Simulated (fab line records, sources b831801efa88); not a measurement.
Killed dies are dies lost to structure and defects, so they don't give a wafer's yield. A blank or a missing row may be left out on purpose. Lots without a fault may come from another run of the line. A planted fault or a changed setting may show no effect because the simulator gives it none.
fab line records | flow sky130
record lots=6 wafers=18 last_day=50
route steps=708 shown RES_XHIGH@336 SD_N@342
lots that met no fault: from a run of the same line without faults
start_h: hours from the record's first day to the start of the lot's first wafer shown | wait_h: hours since the lot's step before | " the same as in the row above | L1.1+2: a row that stands for several wafers | - no value, or no start given | * or withheld: withheld | < > ~ a bound
route shown NAME@n: a module of which the file shows steps, and the number in the route of the first | usual: mean/standard deviation of fault-free wafers | same: alike in all rows | chamber/n: place in a boat | sites: the reading at each site | _std_site: their standard deviation | _edge_site: outer sites' mean less inner sites' | radius_mm: how far each site lies from the wafer's centre | mask NAME#n: copy n | behind: the tool/chamber that last shaped the wafer | hold: why the lot was held/for how many hours/how that ended | device: the transistor (n, p or np) that didn't switch | end of line: the same wafers' tests at the end of the route | a step without rows: its recipe alone | killed: dies lost to structure and defects at the first sort, not the wafer's yield | map: a wafer's dies, x killed, . not, _ none there
set.NAME: the setting as run; set.NAME@STEP: as run at that earlier step | model.NAME: the simulator's own value behind a step, which no gauge read
lots at some steps of the route; a table a step, a row a wafer
services: from which hour (start_h, from the record's first day; less than 0 if before it) a tool's chamber was out of use, for how many hours, and why
## steps
# step SKY_RES_XHIGH_EXPOSE_04
# recipe mask_id=URPM na=0.6 source_shape=conventional sigma_outer=0.6 polarization=unpolarized target_cd_nm=1270 dose_mj=140
# step SKY_RES_XHIGH_PEB_05
# recipe temp_c=withheld time_s=* resist=NOVOLAK
# step SKY_RES_XHIGH_DEVELOP_06
# recipe resist=NOVOLAK developer=TMAH develop_time_s=60 dev_temp_c=23
# step SKY_RES_XHIGH_IMPLANT_07
# recipe species=BF2 energy_kev=20 dose_cm2=3.6e+14 tilt_deg=0
# step SKY_RES_XHIGH_STRIP_08
# recipe chemistry=O2/N2 power_w=1400 pressure_mtorr=1500 platen_temp_c=withheld o2_flow_sccm=3000 n2_flow_sccm=300 overash_fraction=0.5
# usual drypump_motor_current_A=5.5/0.36 oes_product_au=0.712/0.0041 strip_time_to_endpoint_s=14.28/0.047
# columns lot.wafer tool chamber start_h wait_h drypump_motor_current_A oes_product_au rf_hours_counter_h strip_time_to_endpoint_s
L833.1 plasma_asher-04 1 631.63 0.1 5.3 0.715 94 14.28
L833.2 " 0 " " 5.3 0.719 94 14.32
L833.5 " 0 " " 5.3 0.708 - 14.29
L834.2 plasma_asher-04 0 635.46 0.1 5.3 0.706 94 14.38
L834.4 " 0 " " 5.3 0.708 - 14.36
L834.5 " 0 " " 5.3 0.718 - 14.40
L844.3 plasma_asher-02 0 728.90 0.1 5.5 0.708 - 14.29
L844.4 " 1 " " 5.4 0.705 - 14.28
L844.5 " 0 " " 5.5 0.708 - 14.29
L845.1 plasma_asher-04 0 731.76 0.1 5.3 0.710 104 14.18
L845.3 " 1 " " 5.3 0.714 - 14.24
L845.6 " 1 " " 5.3 0.717 - 14.20
L847.1 plasma_asher-04 1 749.06 0.1 5.3 0.719 0 14.24
L847.3 " 0 " " 5.3 0.710 - 14.24
L847.6 " 0 " " 5.3 0.710 - 14.26
L854.2 plasma_asher-02 1 795.17 0.1 5.4 0.710 36 14.29
L854.4 " 1 " " 5.4 0.714 - 14.32
L854.5 " 1 " " 5.4 0.710 - 14.30
# step SKY_RES_XHIGH_TW_MEAS_09
# usual RES_XHIGH_TW=1635/11
# columns lot.wafer tool chamber start_h wait_h RES_XHIGH_TW
L833.1 film_metro-03 - 631.73 0.1 1654
L833.2 " - " " 1655
L833.5 " - " " 1662
L834.2 film_metro-03 - 635.57 0.1 1668
L834.4 " - " " 1654
L834.5 " - " " 1654
L844.3 film_metro-04 - 728.98 0.1 1628
L844.4 " - " " 1616
L844.5 " - " " 1619
L845.1 film_metro-03 - 731.86 0.1 1643
L845.3 " - " " 1638
L845.6 " - " " 1647
L847.1 film_metro-03 - 749.16 0.1 1640
L847.3 " - " " 1643
L847.6 " - " " 1647
L854.2 film_metro-03 - 795.28 0.1 1637
L854.4 " - " " 1631
L854.5 " - " " 1638
# step SKY_SD_N_DEHYDRATE_00
# recipe temp_c=200 time_s=60
# step SKY_SD_N_HMDS_01
# recipe prime_time_s=60 prime_temp_c=120
# step SKY_SD_N_COAT_02
# recipe resist=NOVOLAK spin_rpm=3000 resist_thk_nm=1140
# step SKY_SD_N_SOFTBAKE_03
# recipe temp_c=90 time_s=60 resist=NOVOLAK
# step SKY_SD_N_EXPOSE_04
# recipe mask_id=NSDM na=0.6 source_shape=conventional sigma_outer=0.6 polarization=unpolarized target_cd_nm=380 dose_mj=141
# step SKY_SD_N_PEB_05
# recipe temp_c=withheld time_s=* resist=NOVOLAK
# step SKY_SD_N_DEVELOP_06
# recipe resist=NOVOLAK developer=TMAH develop_time_s=60 dev_temp_c=23
# usual developer_temp_C=23.00/0.11
# columns lot.wafer tool chamber start_h wait_h developer_temp_C
L833.1 litho_track-01 0 660.11 0.1 23.17
L833.2 " 0 " " 23.18
L833.5 " 0 " " 23.21
L834.2 litho_track-03 0 663.64 0.1 23.11
L834.4 " 0 " " 22.96
L834.5 " 0 " " 23.05
L844.3 litho_track-03 0 755.97 0.1 20.82
L844.4 " 0 " " 21.03
L844.5 " 0 " " 20.69
L845.1 litho_track-03 0 758.67 0.1 20.67
L845.3 " 0 " " 20.84
L845.6 " 0 " " 20.73
L847.1 litho_track-01 0 776.11 0.1 22.96
L847.3 " 0 " " 23.07
L847.6 " 0 " " 22.79
L854.2 litho_track-04 0 820.54 0.1 23.00
L854.4 " 0 " " 22.99
L854.5 " 0 " " 22.99
# step SKY_SD_N_CD_MEAS_07
# recipe target_cd_nm=380
# usual cd_nm=379.3/2.3
# columns lot.wafer tool chamber start_h wait_h cd_nm
L833.1 cd_sem-01 - 660.26 0.1 376.0
L833.2 " - " " 377.7
L833.5 " - " " 380.5
L834.2 cd_sem-02 - 663.79 0.1 375.7
L834.4 " - " " 375.8
L834.5 " - " " 375.2
L844.3 cd_sem-02 - 756.11 0.1 384.3
L844.4 " - " " 385.6
L844.5 " - " " 384.6
L845.1 cd_sem-02 - 758.82 0.1 384.9
L845.3 " - " " 385.8
L845.6 " - " " 384.5
L847.1 cd_sem-01 - 776.26 0.1 376.1
L847.3 " - " " 376.5
L847.6 " - " " 376.3
L854.2 cd_sem-01 - 820.69 0.1 379.9
L854.4 " - " " 379.2
L854.5 " - " " 377.8
# step SKY_SD_N_OVL_MEAS_08
# usual SD_N_OVL=0.5/1.3
# columns lot.wafer tool chamber start_h wait_h SD_N_OVL[nm]
L833.1 overlay-01 - 660.38 0.1 -0.5
L833.2 " - " " 0.6
L833.5 " - " " 0.9
L834.2 overlay-02 - 663.89 0.1 -0.4
L834.4 " - " " 0.0
L834.5 " - " " 0.1
L844.3 overlay-01 - 756.20 0.1 0.2
L844.4 " - " " 0.5
L844.5 " - " " -0.3
L845.1 overlay-01 - 758.94 0.1 -1.4
L845.3 " - " " -2.8
L845.6 " - " " -1.0
L847.1 overlay-01 - 776.38 0.1 1.0
L847.3 " - " " 2.1
L847.6 " - " " 1.3
L854.2 overlay-01 - 820.79 0.1 0.3
L854.4 " - " " -1.1
L854.5 " - " " 0.0
## services
# columns tool chamber start_h hours kind
plasma_asher-04 - 654.46 0.6 repair
plasma_asher-04 - 702.76 2.8 pm
plasma_asher-04 - 733.75 9.0 pm
plasma_asher-04 0 733.75 9.0 vent_cycle
plasma_asher-04 1 733.75 9.0 vent_cycle
plasma_asher-04 0 742.75 - clean
plasma_asher-04 1 742.75 - clean
plasma_asher-04 - 750.63 6.0 repair
## key
first_sign step=SKY_SD_N_DEVELOP_06 reading=developer_temp_C direction=down sigmas=19 usual=* struck=*
effect step=SKY_SD_N_CD_MEAS_07 reading=cd_nm direction=up sigmas=2.5 usual=379.3 struck=385.0
met_at SKY_SD_N_DEVELOP_06
struck_wafers L844.3,L844.4,L844.5,L845.1,L845.3,L845.6
tester_left_out L844,L845
onset_between 663.64 755.97
fault kind=process_parameter_drift tool=litho_track-03 chamber=- onset_h=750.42 steps=SKY_SD_N_DEVELOP_06 channel=dev_temp_c offset=* shape=step end_h=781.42 acts_in=* stated=*
# tester_left_out: of these lots the tester's yield and bins aren't shown, on N5 and GAA mostly nor the transistor test; their killed dies are dies lost to structure and defects alone, not to doping, threshold or leakage, so they don't give the yield
